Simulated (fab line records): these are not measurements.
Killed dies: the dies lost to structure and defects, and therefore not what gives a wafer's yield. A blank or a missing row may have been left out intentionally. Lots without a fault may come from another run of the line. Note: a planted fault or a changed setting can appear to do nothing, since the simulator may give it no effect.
Problem report, 8D (eight disciplines) form, completed by code    flow gf180mcu    the parts of the form that need people (team, actions taken, sign-off) are left out

## 1. WHAT IS WRONG
GF_V1_CD_MEAS_14, cd-nm: mean 266.8 nm over 1 wafer from 1 lot; wafers with no fault: 260.0 nm, standard deviation 1.4. That is +4.9 standard deviations from the usual mean.
The step: target cd 260 nm.
The first sign was on wafer L464.2 at day 23 01:02, on cd-sem-01. The record holds 39 wafers of 13 lots with a number at this step. By rule, "out" or "out of limits" means more than 4 standard deviations away from the usual mean. All remaining wafers that have a number are taken as sound.

## 2. WHAT IT IS; WHAT IT IS NOT
question                     is                 is not
which readings at this step  cd-nm              -
which lots                   L464               L451, L452, L454, L456, L457, L458, L460, L461, L462, L463, L467, L474
which wafers of those lots   L464.2             L464.1, L464.3
read on which gauges         cd-sem-01          cd-sem-02
when                         from day 23 01:02  up to then (32 sound wafers); but 6 sound wafers of L467, L474 came after

## 3. WHAT RULES OUT EACH SUSPECT
Counting: if a tool at a process step up to the reading ran every lot that is out, it stays a suspect. Sound lots after the first of them don't rule it out here, since some wafers of a struck lot are sound.
- the gauge at GF_V1_CD_MEAS_14: kept. All the wafers that are out were read on cd-sem-01, and no step on other tools shows them out.
- pvd-sputter-04 at GF_M1_SPUTTER_01 (material TiN, target thk 30 nm, time 25 s): kept. L464, the lot that is out, went through it at day 21 00:08; up to then, the latest sound lot through it was L462 at day 20 05:17.
- krf-scanner-02 at GF_V1_EXPOSE_11 (exposes mask Via1, target cd 260 nm): kept. L464, the lot that is out, went through it at day 22 13:35; up to then, the latest sound lot through it was L463 at day 22 03:43.
After the count, these remain: pvd-sputter-04 at GF_M1_SPUTTER_01, krf-scanner-02 at GF_V1_EXPOSE_11 and cd-sem-01 at GF_V1_CD_MEAS_14.

## 4. THE CAUSE (what the simulator had put in)
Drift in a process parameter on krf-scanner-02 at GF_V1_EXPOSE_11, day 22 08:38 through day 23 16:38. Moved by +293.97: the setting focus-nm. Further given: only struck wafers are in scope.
This tool is one of the 3 suspects left after counting.

## 5. THE CHAIN OF EFFECTS, in route order
Each row: a reading where the mean over the struck wafers with a number is more than 3 standard deviations away from the usual. Only readings whose record carries a usual standard deviation are examined. hours: median over the lots of the time between each lot's start at the first step of this table that gives one and its start at this step. sigmas: the change, counted in usual standard deviations.
hours  step              reading  usual     on struck wafers  change  sigmas
0      GF_V1_CD_MEAS_14  cd-nm    260.0 nm  266.8             +6.8    +4.9

## 6. HOW IT WOULD HAVE BEEN CAUGHT EARLIER
Counted from the fault's start at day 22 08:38, it took 16 hours until the first out-of-limits reading at a measuring or inspecting step in this record, taken at day 23 01:02.
No tool reading at GF_V1_EXPOSE_11 that has a usual standard deviation in the record was out on any struck wafer, so an alarm limit of 4 standard deviations on those readings would not have fired.
By day 23 01:02 the whole set of lots that are out, 1 in number, had already begun GF_V1_EXPOSE_11 on krf-scanner-02. A hold on the tool at that time would have spared none of them.
